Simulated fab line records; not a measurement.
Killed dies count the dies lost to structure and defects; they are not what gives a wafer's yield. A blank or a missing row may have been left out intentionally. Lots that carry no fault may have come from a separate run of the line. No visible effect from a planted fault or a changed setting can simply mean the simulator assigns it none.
fab line records ; flow sky130
record: lots: 12; wafers: 36; last_day: 50
route steps=708 shown FIELD_ISO@3 NWELL@64 LDD_P@262 LDD_LDN@301
lots that met no fault: from a run of the same line without faults
start_h: start of the lot's first displayed wafer, in hours after the record's first day ; wait_h: hours from the lot's prior step to this one ; " identical to the entry in the row above ; L1.1+2: a single row standing in for several wafers ; - value missing, or start not given ; * or withheld: withheld ; < > ~ a bound
route shown NAME@n: a module of which the file shows steps, and the number in the route of the first ; usual: the fault-free wafers' mean and standard deviation ; same: alike in all rows ; chamber/n: place in a boat ; sites: readings site by site ; _std_site: standard deviation across them ; _edge_site: outer sites' mean less inner sites' ; radius_mm: how far each site lies from the wafer's centre ; mask NAME#n: copy n ; behind: the most recent tool/chamber to have shaped the wafer ; hold: cause of the lot's hold/its duration in hours/its outcome ; device: transistor that didn't switch, given as n, p or np ; end of line: at the end of the route, the tests of the same wafers ; a step without rows: its recipe alone ; killed: not the wafer's yield, but the dies lost to structure and defects at the first sort ; map: the dies of a wafer, with x for killed, . for not killed, _ for no die there
set.NAME: the setting the step ran with; set.NAME@STEP: the setting that earlier step ran with ; model.NAME: the simulator's own value behind a step, which no gauge read
the route's steps for a sample of lots (tables are steps, rows are wafers)
services: from which hour (start_h, from the record's first day; less than 0 if before it) a tool's chamber was out of use, for how many hours, and why
== steps ==
step: SKY_FIELD_ISO_THK_MEAS_02
recipe: reads: SiO2_of_FIELD_ISO_OXIDATION_01
usual: FIELD_ISO_OXIDATION_00_THK: 11.88/0.22
lot.wafer;tool;chamber;start_h;wait_h;FIELD_ISO_OXIDATION_00_THK[nm]
L339.1;film_metro-04;-;11.63;0.0;12.07
L339.2;film_metro-04;-;11.63;0.0;12.14
L339.5;film_metro-04;-;11.63;0.0;12.09
L342.1;film_metro-03;-;26.63;0.0;11.94
L342.2;film_metro-03;-;26.63;0.0;12.05
L342.3;film_metro-03;-;26.63;0.0;11.97
L344.2;film_metro-02;-;37.40;0.0;12.28
L344.4;film_metro-02;-;37.40;0.0;12.38
L344.5;film_metro-02;-;37.40;0.0;12.17
L346.1;film_metro-02;-;47.99;0.0;11.88
L346.3;film_metro-02;-;47.99;0.0;11.85
L346.4;film_metro-02;-;47.99;0.0;11.82
L347.1;film_metro-03;-;51.93;0.0;11.99
L347.2;film_metro-03;-;51.93;0.0;11.82
L347.5;film_metro-03;-;51.93;0.0;11.76
L350.1;film_metro-02;-;66.63;0.0;11.66
L350.4;film_metro-02;-;66.63;0.0;11.57
L350.5;film_metro-02;-;66.63;0.0;11.56
L356.1;film_metro-03;-;98.18;0.0;11.81
L356.2;film_metro-03;-;98.18;0.0;11.96
L356.3;film_metro-03;-;98.18;0.0;11.75
L357.1;film_metro-03;-;102.34;0.0;11.78
L357.3;film_metro-03;-;102.34;0.0;11.51
L357.4;film_metro-03;-;102.34;0.0;11.23
L359.2;film_metro-04;-;114.03;0.0;11.90
L359.3;film_metro-04;-;114.03;0.0;11.64
L359.5;film_metro-04;-;114.03;0.0;11.76
L360.1;film_metro-04;-;118.19;0.0;11.99
L360.2;film_metro-04;-;118.19;0.0;11.93
L360.4;film_metro-04;-;118.19;0.0;12.03
L361.1;film_metro-02;-;121.63;0.0;11.90
L361.3;film_metro-02;-;121.63;0.0;11.94
L361.5;film_metro-02;-;121.63;0.0;11.86
L362.1;film_metro-04;-;128.25;0.0;11.76
L362.4;film_metro-04;-;128.25;0.0;11.79
L362.6;film_metro-04;-;128.25;0.0;11.65
step: SKY_NWELL_IMPLANT_11
recipe: species: P; energy_kev: 400; dose_cm2: 1.9e+13; tilt_deg: withheld
usual: beam_on_s: 10.00/0.21; faraday_current_uA: 107.1/2.2
lot.wafer;tool;chamber;start_h;wait_h;beam_on_s;faraday_current_uA
L339.1;implanter-01;0;85.83;0.0;9.91;107.6
L339.2;implanter-01;0;85.83;0.0;9.60;111.5
L339.5;implanter-01;0;85.83;0.0;9.94;107.9
L342.1;implanter-04;0;106.12;0.0;10.08;106.3
L342.2;implanter-04;0;106.12;0.0;9.70;110.5
L342.3;implanter-04;0;106.12;0.0;9.94;107.7
L344.2;implanter-04;0;111.94;0.0;10.20;105.1
L344.4;implanter-04;0;111.94;0.0;9.87;108.7
L344.5;implanter-04;0;111.94;0.0;9.95;108.2
L346.1;implanter-03;0;125.45;0.0;9.91;108.0
L346.3;implanter-03;0;125.45;0.0;9.75;109.8
L346.4;implanter-03;0;125.45;0.0;10.55;100.9
L347.1;implanter-03;0;130.20;0.0;9.66;111.1
L347.2;implanter-03;0;130.20;0.0;9.80;109.3
L347.5;implanter-03;0;130.20;0.0;9.96;107.9
L350.1;implanter-03;0;151.70;0.0;8.00;133.8
L350.4;implanter-03;0;151.70;0.0;7.68;139.2
L350.5;implanter-03;0;151.70;0.0;8.29;129.7
L356.1;implanter-03;0;185.42;0.0;8.32;129.0
L356.2;implanter-03;0;185.42;0.0;8.22;130.7
L356.3;implanter-03;0;185.42;0.0;8.14;131.1
L357.1;implanter-01;0;188.75;0.0;9.95;107.6
L357.3;implanter-01;0;188.75;0.0;10.14;105.4
L357.4;implanter-01;0;188.75;0.0;9.32;114.2
L359.2;implanter-01;0;199.59;0.0;9.95;107.6
L359.3;implanter-01;0;199.59;0.0;9.61;110.4
L359.5;implanter-01;0;199.59;0.0;10.15;105.4
L361.1;implanter-04;0;212.98;0.0;10.02;106.8
L361.3;implanter-04;0;212.98;0.0;9.94;107.5
L361.5;implanter-04;0;212.98;0.0;9.81;109.6
L360.1;implanter-01;0;213.07;0.0;10.10;106.5
L360.2;implanter-01;0;213.07;0.0;9.99;107.2
L360.4;implanter-01;0;213.07;0.0;9.86;108.7
L362.1;implanter-01;0;223.75;0.0;10.15;105.5
L362.4;implanter-01;0;223.75;0.0;10.05;106.5
L362.6;implanter-01;0;223.75;0.0;10.07;106.5
step: SKY_NWELL_TW_MEAS_15
usual: NWELL_TW: 1804/18
lot.wafer;tool;chamber;start_h;wait_h;NWELL_TW
L339.1;film_metro-01;-;86.38;0.1;1789
L339.2;film_metro-01;-;86.38;0.1;1791
L339.5;film_metro-01;-;86.38;0.1;1793
L342.1;film_metro-02;-;106.67;0.1;1789
L342.2;film_metro-02;-;106.67;0.1;1784
L342.3;film_metro-02;-;106.67;0.1;1783
L344.2;film_metro-02;-;112.48;0.1;1794
L344.4;film_metro-02;-;112.48;0.1;1794
L344.5;film_metro-02;-;112.48;0.1;1788
L346.1;film_metro-02;-;126.00;0.1;1802
L346.3;film_metro-02;-;126.00;0.1;1798
L346.4;film_metro-02;-;126.00;0.1;1793
L347.1;film_metro-02;-;130.75;0.1;1813
L347.2;film_metro-02;-;130.75;0.1;1805
L347.5;film_metro-02;-;130.75;0.1;1810
L350.1;film_metro-02;-;152.25;0.1;1690
L350.4;film_metro-02;-;152.25;0.1;1688
L350.5;film_metro-02;-;152.25;0.1;1695
L356.1;film_metro-01;-;185.97;0.1;1678
L356.2;film_metro-01;-;185.97;0.1;1684
L356.3;film_metro-01;-;185.97;0.1;1682
L357.1;film_metro-04;-;189.30;0.1;1836
L357.3;film_metro-04;-;189.30;0.1;1823
L357.4;film_metro-04;-;189.30;0.1;1841
L359.2;film_metro-01;-;200.13;0.1;1800
L359.3;film_metro-01;-;200.13;0.1;1792
L359.5;film_metro-01;-;200.13;0.1;1797
L361.1;film_metro-01;-;213.53;0.1;1798
L361.3;film_metro-01;-;213.53;0.1;1794
L361.5;film_metro-01;-;213.53;0.1;1803
L360.1;film_metro-04;-;213.62;0.1;1846
L360.2;film_metro-04;-;213.62;0.1;1834
L360.4;film_metro-04;-;213.62;0.1;1845
L362.1;film_metro-02;-;224.30;0.1;1796
L362.4;film_metro-02;-;224.30;0.1;1786
L362.6;film_metro-02;-;224.30;0.1;1797
step: SKY_NWELL_RS_MEAS_29
recipe: thk_meas_gauge: four-point-probe
usual: NWELL_RS: 623.8/1.8
lot.wafer;tool;chamber;start_h;wait_h;NWELL_RS[ohm/sq]
L339.1;film_metro-01;-;103.77;0.1;624.4
L339.2;film_metro-01;-;103.77;0.1;624.5
L339.5;film_metro-01;-;103.77;0.1;624.5
L342.1;film_metro-04;-;124.62;0.1;623.5
L342.2;film_metro-04;-;124.62;0.1;623.3
L342.3;film_metro-04;-;124.62;0.1;624.1
L344.2;film_metro-01;-;130.34;0.1;624.5
L344.4;film_metro-01;-;130.34;0.1;625.4
L344.5;film_metro-01;-;130.34;0.1;625.6
L346.1;film_metro-02;-;144.98;0.1;625.6
L346.3;film_metro-02;-;144.98;0.1;625.9
L346.4;film_metro-02;-;144.98;0.1;623.6
L347.1;film_metro-02;-;150.98;0.1;622.3
L347.2;film_metro-02;-;150.98;0.1;621.1
L347.5;film_metro-02;-;150.98;0.1;619.9
L350.1;film_metro-01;-;172.68;0.1;696.0
L350.4;film_metro-01;-;172.68;0.1;696.6
L350.5;film_metro-01;-;172.68;0.1;694.9
L356.1;film_metro-04;-;205.39;0.1;699.5
L356.2;film_metro-04;-;205.39;0.1;694.6
L356.3;film_metro-04;-;205.39;0.1;697.9
L357.1;film_metro-01;-;209.91;0.1;623.8
L357.3;film_metro-01;-;209.91;0.1;621.4
L357.4;film_metro-01;-;209.91;0.1;621.0
L359.2;film_metro-01;-;222.25;0.1;625.5
L359.3;film_metro-01;-;222.25;0.1;625.3
L359.5;film_metro-01;-;222.25;0.1;625.6
L361.1;film_metro-04;-;236.21;0.1;620.1
L361.3;film_metro-04;-;236.21;0.1;620.0
L361.5;film_metro-04;-;236.21;0.1;620.3
L360.1;film_metro-01;-;236.29;0.1;623.4
L360.2;film_metro-01;-;236.29;0.1;623.8
L360.4;film_metro-01;-;236.29;0.1;622.9
L362.1;film_metro-02;-;247.14;0.1;625.9
L362.4;film_metro-02;-;247.14;0.1;625.9
L362.6;film_metro-02;-;247.14;0.1;625.1
step: SKY_LDD_P_CD_MEAS_07
recipe: target_cd_nm: 380
usual: cd_nm: 380.0/2.2
lot.wafer;tool;chamber;start_h;wait_h;cd_nm
L339.1;cd_sem-02;-;420.93;0.1;380.8
L339.2;cd_sem-02;-;420.93;0.1;381.2
L339.5;cd_sem-02;-;420.93;0.1;380.0
L342.1;cd_sem-02;-;456.52;0.1;379.7
L342.2;cd_sem-02;-;456.52;0.1;378.6
L342.3;cd_sem-02;-;456.52;0.1;378.0
L344.2;cd_sem-01;-;464.50;0.1;378.7
L344.4;cd_sem-01;-;464.50;0.1;376.2
L344.5;cd_sem-01;-;464.50;0.1;379.2
L346.1;cd_sem-01;-;495.94;0.1;382.1
L346.3;cd_sem-01;-;495.94;0.1;384.1
L346.4;cd_sem-01;-;495.94;0.1;383.3
L347.1;cd_sem-01;-;497.92;0.1;386.0
L347.2;cd_sem-01;-;497.92;0.1;385.1
L347.5;cd_sem-01;-;497.92;0.1;384.3
L350.1;cd_sem-01;-;528.94;0.1;382.2
L350.4;cd_sem-01;-;528.94;0.1;381.4
L350.5;cd_sem-01;-;528.94;0.1;380.4
L356.1;cd_sem-02;-;580.72;0.1;379.9
L356.2;cd_sem-02;-;580.72;0.1;378.2
L356.3;cd_sem-02;-;580.72;0.1;381.3
L357.1;cd_sem-02;-;583.32;0.1;377.6
L357.3;cd_sem-02;-;583.32;0.1;380.1
L357.4;cd_sem-02;-;583.32;0.1;379.2
L359.2;cd_sem-01;-;601.49;0.1;382.9
L359.3;cd_sem-01;-;601.49;0.1;378.3
L359.5;cd_sem-01;-;601.49;0.1;380.4
L361.1;cd_sem-02;-;615.48;0.1;378.3
L361.3;cd_sem-02;-;615.48;0.1;381.0
L361.5;cd_sem-02;-;615.48;0.1;380.4
L360.1;cd_sem-01;-;617.24;0.1;376.9
L360.2;cd_sem-01;-;617.24;0.1;379.0
L360.4;cd_sem-01;-;617.24;0.1;379.0
L362.1;cd_sem-02;-;632.23;0.1;377.9
L362.4;cd_sem-02;-;632.23;0.1;382.0
L362.6;cd_sem-02;-;632.23;0.1;380.5
step: SKY_LDD_LDN_STRIP_12
recipe: chemistry: O2/N2; power_w: 1400; pressure_mtorr: 1500; platen_temp_c: withheld; o2_flow_sccm: 3000; n2_flow_sccm: 300; overash_fraction: 0.5
usual: drypump_motor_current_A: 5.5/0.35; oes_product_au: 0.716/0.0046; strip_time_to_endpoint_s: 14.19/0.041
lot.wafer;tool;chamber;start_h;wait_h;drypump_motor_current_A;oes_product_au;rf_hours_counter_h;strip_time_to_endpoint_s
L339.1;plasma_asher-04;1;514.70;0.1;4.9;0.709;72;14.17
L339.2;plasma_asher-04;0;514.70;0.1;5.5;0.717;72;14.20
L339.5;plasma_asher-04;1;514.70;0.1;4.9;0.717;-;14.23
L342.1;plasma_asher-03;1;549.26;0.1;5.9;0.714;11;14.23
L342.2;plasma_asher-03;0;549.26;0.1;5.5;0.715;11;14.19
L342.3;plasma_asher-03;0;549.26;0.1;5.5;0.711;-;14.20
L344.2;plasma_asher-01;1;554.56;0.1;5.5;0.718;85;14.17
L344.4;plasma_asher-01;1;554.56;0.1;5.4;0.720;-;14.15
L344.5;plasma_asher-01;0;554.56;0.1;5.9;0.715;-;14.15
L346.1;plasma_asher-01;1;586.41;0.1;5.4;0.716;89;14.22
L346.3;plasma_asher-01;1;586.41;0.1;5.4;0.712;-;14.20
L346.4;plasma_asher-01;0;586.41;0.1;6.0;0.714;-;14.17
L347.1;plasma_asher-01;1;587.77;0.1;5.5;0.710;89;14.14
L347.2;plasma_asher-01;0;587.77;0.1;6.0;0.724;89;14.12
L347.5;plasma_asher-01;1;587.77;0.1;5.4;0.717;-;14.09
L350.1;plasma_asher-01;1;617.52;0.1;5.5;0.712;92;14.20
L350.4;plasma_asher-01;1;617.52;0.1;5.5;0.721;-;14.20
L350.5;plasma_asher-01;0;617.52;0.1;5.9;0.720;-;14.22
L356.1;plasma_asher-01;1;669.21;0.1;5.4;0.712;98;14.28
L356.2;plasma_asher-01;0;669.21;0.1;5.9;0.712;98;14.27
L356.3;plasma_asher-01;1;669.21;0.1;5.5;0.710;-;14.25
L357.1;plasma_asher-04;1;670.57;0.1;4.9;0.718;87;14.16
L357.3;plasma_asher-04;0;670.57;0.1;5.4;0.711;-;14.22
L357.4;plasma_asher-04;1;670.57;0.1;4.9;0.709;-;14.19
L359.2;plasma_asher-04;1;688.20;0.1;4.9;0.719;89;14.19
L359.3;plasma_asher-04;1;688.20;0.1;4.9;0.709;-;14.17
L359.5;plasma_asher-04;1;688.20;0.1;4.9;0.717;-;14.17
L361.1;plasma_asher-04;0;701.30;0.1;5.4;0.712;90;14.23
L361.3;plasma_asher-04;0;701.30;0.1;5.4;0.715;-;14.23
L361.5;plasma_asher-04;1;701.30;0.1;4.9;0.714;-;14.23
L360.1;plasma_asher-03;0;704.51;0.1;5.5;0.716;25;14.20
L360.2;plasma_asher-03;1;704.51;0.1;5.9;0.718;25;14.15
L360.4;plasma_asher-03;1;704.51;0.1;5.9;0.722;-;14.19
L362.1;plasma_asher-04;1;717.57;0.1;4.9;0.717;92;14.15
L362.4;plasma_asher-04;1;717.57;0.1;4.9;0.718;-;14.15
L362.6;plasma_asher-04;0;717.57;0.1;5.5;0.708;-;14.17
== services ==
tool;chamber;start_h;hours;kind
implanter-03;-;65.33;2.1;repair
implanter-03;-;68.90;24.2;pm
plasma_asher-01;-;105.20;1.6;repair
implanter-03;-;154.64;4.2;repair
plasma_asher-04;-;163.93;0.7;repair
implanter-01;-;190.04;9.4;repair
implanter-03;-;248.41;5.0;pm
plasma_asher-04;-;263.05;0.7;repair
plasma_asher-01;-;268.44;2.8;pm
implanter-01;-;278.97;2.2;repair
plasma_asher-01;-;298.93;6.8;repair
plasma_asher-01;-;357.99;0.5;repair
plasma_asher-01;-;415.83;0.4;repair
plasma_asher-01;-;431.53;0.6;repair
implanter-03;-;433.54;4.8;pm
implanter-01;-;476.79;1.8;repair
implanter-01;-;496.41;213.8;pm
plasma_asher-04;-;534.79;4.5;repair
implanter-03;-;577.96;8.2;repair
implanter-03;-;609.32;1.6;repair
implanter-03;-;622.93;2.3;repair
plasma_asher-04;-;624.06;4.9;repair
plasma_asher-01;-;701.64;20.0;pm
implanter-01;-;710.19;2.7;pm
== key ==
first_sign: step: SKY_NWELL_IMPLANT_11; reading: faraday_current_uA; direction: up; sigmas: 11; usual: 107.1; struck: 132.3
effect: step: SKY_NWELL_IMPLANT_11; reading: beam_on_s; direction: down; sigmas: 9.1; usual: 10.00; struck: 8.11
effect: step: SKY_NWELL_TW_MEAS_15; reading: NWELL_TW; direction: down; sigmas: 6.5; usual: 1804; struck: 1686
effect: step: SKY_NWELL_RS_MEAS_29; reading: NWELL_RS; direction: up; sigmas: 41; usual: 623.8; struck: 696.6
met_at SKY_NWELL_IMPLANT_11
struck_lots L350,L356
tester_left_out L350,L356
not_acting_at SKY_FIELD_ISO_THK_MEAS_02,SKY_LDD_P_CD_MEAS_07,SKY_LDD_LDN_STRIP_12
onset_between 130.20 151.70
fault: kind: process_parameter_drift; tool: implanter-03; chamber: -; onset_h: 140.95; steps: SKY_NWELL_IMPLANT_11; channel: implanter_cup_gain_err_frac; offset: 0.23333; shape: step; end_h: 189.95
tester_left_out: of these lots the tester's yield and bins aren't shown, on N5 and GAA mostly nor the transistor test; their killed dies are dies lost to structure and defects alone, not to doping, threshold or leakage, so they don't give the yield
